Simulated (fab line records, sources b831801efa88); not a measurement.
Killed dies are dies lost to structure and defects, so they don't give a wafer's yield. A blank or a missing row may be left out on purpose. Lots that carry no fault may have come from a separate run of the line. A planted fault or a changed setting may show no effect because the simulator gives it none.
fab line records	flow sky130	part 2 of 2: steps 31 to 42 of 42
[record] lots = 5	wafers = 15	lastDay = 49
route steps=708 shown VT_ADJUST_HVTP@92 VT_ADJUST_LVTN@97 VT_ADJUST_NCORE@119 VT_ADJUST_HVTR@131
lots untouched by any fault: they come from a run of this same line in which no faults occurred
startH: the number of hours between the record's first day and the start of the first shown wafer of the lot	waitH: time in hours since the lot's previous step	" same as the row above	L1.1+2: several wafers, shown together as one row	- no value, or no start given	* or withheld: withheld	< > ~ a bound
route shown NAME@n: NAME is a module with steps in the file, n the number in the route of the first one	usual: mean/standard deviation taken from wafers without a fault	same: alike in all rows	chamber/n: place in a boat	sites: each site's reading	_std_site: standard deviation across them	_edge_site: outer sites' mean less inner sites'	radiusMm: for every site, how far away it sits from the centre of the wafer	mask NAME#n: copy n	behind: the last tool/chamber to shape the wafer	hold: reason for holding the lot/hours on hold/outcome of the hold	device: which transistor (n, p or np) failed to switch	end of line: the same wafers' tests at the end of the route	a step without rows: its recipe alone	killed: the dies lost at the first sort to structure and to defects; this is not the yield of the wafer	map: dies across one wafer; x = killed, . = not, _ = none there
set.NAME: the run value of the setting; set.NAME@STEP: its run value at that earlier step	model.NAME: the simulator's own value behind a step, which no gauge read
lots seen at some steps along the route; tables by step, rows by wafer
services: a tool's chamber out of use, with start hour (startH, from the record's first day; less than 0 if before it), hours out, and reason
[[steps]]
[step SKY_VT_ADJUST_NCORE_SOFTBAKE_03]
[recipe] tempC = 90	timeS = 58.28	resist = NOVOLAK
[same] timeS = 58.28
lot.wafer	tool	chamber	startH	waitH
L076.1+5+6	lithoTrack-04	0	187.10	0.1
L078.1+4+5	lithoTrack-02	0	199.01	0.1
L080.1+2+6	lithoTrack-01	0	216.32	0.1
L087.2+3+6	lithoTrack-02	0	264.49	0.1
L091.1+3+4	lithoTrack-04	0	292.00	0.1
[step SKY_VT_ADJUST_NCORE_EXPOSE_04]
[recipe] maskId = LVTN_COMPLEMENT_THIN	na = 0.6	sourceShape = conventional	sigmaOuter = 0.6	polarization = unpolarized	targetCdNm = 380	doseMj = 139
[usual] focusOffsetNm = -0.1/0.5
lot.wafer	tool	chamber	startH	waitH	mask	focusOffsetNm
L076.1	ilineStepper-01	0	-	-	LVTN_COMPLEMENT_THIN#0	-0.2
L076.5	"	0	"	"	LVTN_COMPLEMENT_THIN#0	-0.3
L076.6	"	0	"	"	LVTN_COMPLEMENT_THIN#0	0.0
L078.1	ilineStepper-01	0	-	-	LVTN_COMPLEMENT_THIN#0	-0.5
L078.4	"	0	"	"	LVTN_COMPLEMENT_THIN#0	0.0
L078.5	"	0	"	"	LVTN_COMPLEMENT_THIN#0	-0.7
L080.1	ilineStepper-02	0	-	-	LVTN_COMPLEMENT_THIN#0	-0.1
L080.2	"	0	"	"	LVTN_COMPLEMENT_THIN#0	-0.2
L080.6	"	0	"	"	LVTN_COMPLEMENT_THIN#0	0.3
L087.2	ilineStepper-02	0	-	-	LVTN_COMPLEMENT_THIN#0	0.6
L087.3	"	0	"	"	LVTN_COMPLEMENT_THIN#0	0.6
L087.6	"	0	"	"	LVTN_COMPLEMENT_THIN#0	0.3
L091.1	ilineStepper-02	0	-	-	LVTN_COMPLEMENT_THIN#0	1.1
L091.3	"	0	"	"	LVTN_COMPLEMENT_THIN#0	1.3
L091.4	"	0	"	"	LVTN_COMPLEMENT_THIN#0	0.2
[step SKY_VT_ADJUST_NCORE_PEB_05]
[recipe] tempC = withheld	timeS = *	resist = NOVOLAK
[same] timeS = *
lot.wafer	tool	chamber	startH	waitH
L076.1+5+6	lithoTrack-02	0	-	-
L078.1+4+5	lithoTrack-02	0	-	-
L080.1+2+6	lithoTrack-02	0	-	-
L087.2+3+6	lithoTrack-02	0	-	-
L091.1+3+4	lithoTrack-02	0	-	-
[step SKY_VT_ADJUST_NCORE_DEVELOP_06]
[recipe] resist = NOVOLAK	developer = TMAH	developTimeS = 60	devTempC = 23
lot.wafer	tool	chamber	startH	waitH
L076.1+5+6	lithoTrack-02	0	198.11	0.1
L078.1+4+5	lithoTrack-02	0	209.41	0.1
L080.1+2+6	lithoTrack-02	0	227.61	0.1
L087.2+3+6	lithoTrack-02	0	276.29	0.1
L091.1+3+4	lithoTrack-02	0	304.21	0.1
[step SKY_VT_ADJUST_NCORE_CD_MEAS_07]
[recipe] targetCdNm = 380
[usual] cdNm = 380.3/2.9
lot.wafer	tool	chamber	startH	waitH	cdNm
L076.1	cdSem-01	-	198.26	0.1	375.5
L076.5	"	-	"	"	376.6
L076.6	"	-	"	"	376.5
L078.1	cdSem-01	-	209.56	0.1	377.5
L078.4	"	-	"	"	378.7
L078.5	"	-	"	"	378.3
L080.1	cdSem-01	-	227.79	0.1	382.9
L080.2	"	-	"	"	383.4
L080.6	"	-	"	"	380.6
L087.2	cdSem-01	-	276.43	0.1	383.3
L087.3	"	-	"	"	382.2
L087.6	"	-	"	"	380.9
L091.1	cdSem-02	-	304.36	0.1	378.3
L091.3	"	-	"	"	377.3
L091.4	"	-	"	"	376.9
[step SKY_VT_ADJUST_NCORE_OVL_MEAS_08]
[usual] VT_ADJUST_NCORE_OVL = 0.3/1.6
lot.wafer	tool	chamber	startH	waitH	VT_ADJUST_NCORE_OVL[nm]
L076.1	overlay-01	-	198.38	0.1	-0.8
L076.5	"	-	"	"	0.6
L076.6	"	-	"	"	-0.8
L078.1	overlay-01	-	209.68	0.1	2.6
L078.4	"	-	"	"	1.5
L078.5	"	-	"	"	0.2
L080.1	overlay-01	-	227.91	0.1	0.4
L080.2	"	-	"	"	-0.8
L080.6	"	-	"	"	0.1
L087.2	overlay-01	-	276.54	0.1	-1.3
L087.3	"	-	"	"	-1.6
L087.6	"	-	"	"	-1.1
L091.1	overlay-02	-	304.48	0.1	0.3
L091.3	"	-	"	"	-1.6
L091.4	"	-	"	"	0.1
[step SKY_VT_ADJUST_NCORE_IMPLANT_09]
[recipe] species = B	energyKev = 10	doseCm2 = 2.4e+12	tiltDeg = withheld
[usual] beamEnergyKeV = 10.000/0.0027
lot.wafer	tool	chamber	startH	waitH	beamEnergyKeV
L076.1	implanter-01	0	198.42	0.0	10.002
L076.5	"	0	"	"	9.9993
L076.6	"	0	"	"	9.9970
L078.1	implanter-04	0	209.72	0.0	10.001
L078.4	"	0	"	"	9.9970
L078.5	"	0	"	"	9.9969
L080.1	implanter-04	0	227.94	0.0	10.000
L080.2	"	0	"	"	9.9997
L080.6	"	0	"	"	10.002
L087.2	implanter-01	0	276.60	0.0	10.003
L087.3	"	0	"	"	10.002
L087.6	"	0	"	"	10.001
L091.1	implanter-04	0	304.52	0.0	10.005
L091.3	"	0	"	"	10.003
L091.4	"	0	"	"	10.002
[step SKY_VT_ADJUST_NCORE_STRIP_10]
[recipe] chemistry = O2/N2	powerW = 1400	pressureMtorr = 1500	platenTempC = withheld	o2FlowSccm = 3000	n2FlowSccm = 300	overashFraction = 0.5
[usual] drypumpMotorCurrentA = 5.6/0.43	oesProductAu = 0.715/0.005	stripTimeToEndpointS = 14.20/0.045
lot.wafer	tool	chamber	startH	waitH	drypumpMotorCurrentA	oesProductAu	rfHoursCounterH	stripTimeToEndpointS
L076.1	plasmaAsher-02	0	198.57	0.1	5.9	0.714	52	14.18
L076.5	"	1	"	"	4.9	0.714	-	14.15
L076.6	"	0	"	"	5.8	0.724	-	14.15
L078.1	plasmaAsher-03	1	209.87	0.1	6.0	0.715	40	14.20
L078.4	"	1	"	"	6.0	0.716	-	14.19
L078.5	"	0	"	"	5.6	0.714	-	14.19
L080.1	plasmaAsher-03	0	228.09	0.1	5.5	0.720	42	14.22
L080.2	"	1	"	"	6.0	0.713	42	14.20
L080.6	"	1	"	"	6.0	0.712	-	14.25
L087.2	plasmaAsher-02	0	276.72	0.1	5.9	0.718	60	14.27
L087.3	"	1	"	"	4.9	0.722	-	14.27
L087.6	"	0	"	"	5.9	0.715	-	14.28
L091.1	plasmaAsher-04	0	304.67	0.1	6.1	0.716	55	14.24
L091.3	"	0	"	"	6.1	0.719	-	14.22
L091.4	"	1	"	"	6.0	0.717	-	14.22
[step SKY_VT_ADJUST_NCORE_TW_MEAS_11]
[usual] VT_ADJUST_NCORE_TW = 218.8/1.2
lot.wafer	tool	chamber	startH	waitH	VT_ADJUST_NCORE_TW
L076.1	filmMetro-02	-	198.67	0.1	216.8
L076.5	"	-	"	"	217.4
L076.6	"	-	"	"	217.5
L078.1	filmMetro-03	-	209.97	0.1	218.4
L078.4	"	-	"	"	218.4
L078.5	"	-	"	"	219.5
L080.1	filmMetro-03	-	228.19	0.1	219.5
L080.2	"	-	"	"	219.6
L080.6	"	-	"	"	219.2
L087.2	filmMetro-02	-	276.83	0.1	217.8
L087.3	"	-	"	"	217.5
L087.6	"	-	"	"	218.6
L091.1	filmMetro-04	-	304.77	0.1	219.7
L091.3	"	-	"	"	220.4
L091.4	"	-	"	"	220.4
[step SKY_VT_ADJUST_HVTR_DEHYDRATE_00]
[recipe] tempC = 200	timeS = 60
[same] timeS = 60
lot.wafer	tool	chamber	startH	waitH
L076.1+5+6	lithoTrack-03	0	207.92	9.2
L078.1+4+5	lithoTrack-03	0	220.77	10.8
L080.1+2+6	lithoTrack-03	0	239.07	10.9
L087.2+3+6	lithoTrack-03	0	288.29	11.5
L091.1+3+4	lithoTrack-02	0	316.96	12.2
[step SKY_VT_ADJUST_HVTR_HMDS_01]
[recipe] primeTimeS = 60	primeTempC = 120
lot.wafer	tool	chamber	startH	waitH
L076.1+5+6	lithoTrack-03	0	208.07	0.1
L078.1+4+5	lithoTrack-03	0	220.92	0.1
L080.1+2+6	lithoTrack-03	0	239.22	0.1
L087.2+3+6	lithoTrack-03	0	288.44	0.1
L091.1+3+4	lithoTrack-02	0	317.11	0.1
[step SKY_VT_ADJUST_HVTR_COAT_02]
[recipe] resist = NOVOLAK	spinRpm = 3000	resistThkNm = 1140
lot.wafer	tool	chamber	startH	waitH
L076.1+5+6	lithoTrack-03	0	208.22	0.1
L078.1+4+5	lithoTrack-03	0	221.07	0.1
L080.1+2+6	lithoTrack-03	0	239.37	0.1
L087.2+3+6	lithoTrack-03	0	288.59	0.1
L091.1+3+4	lithoTrack-02	0	317.26	0.1
[[services]]
tool	chamber	startH	hours	kind
ilineStepper-01	-	113.71	6.8	repair
implanter-03	-	115.46	3.8	repair
ilineStepper-01	-	133.29	3.0	repair
implanter-01	-	140.35	3.8	repair
implanter-04	-	144.13	5.4	repair
plasmaAsher-03	-	144.35	6.9	repair
ilineStepper-01	-	157.41	1.7	pm
implanter-04	-	160.54	32.4	repair
plasmaAsher-04	-	162.61	2.8	pm
ilineStepper-01	-	169.56	12.4	repair
implanter-02	-	179.74	0.6	repair
plasmaAsher-04	-	184.66	18.0	repair
implanter-04	-	198.41	3.6	repair
implanter-02	-	200.87	5.4	repair
ilineStepper-02	-	221.24	1.7	pm
implanter-03	-	222.85	89.4	pm
ilineStepper-02	-	231.04	0.5	repair
plasmaAsher-03	-	243.60	2.8	pm
ilineStepper-02	-	251.30	0.8	repair
implanter-01	-	253.66	1.8	repair
ilineStepper-02	-	266.93	2.4	repair
plasmaAsher-03	-	286.62	5.5	repair
implanter-01	-	302.30	2.3	pm
implanter-01	-	305.05	2.1	repair
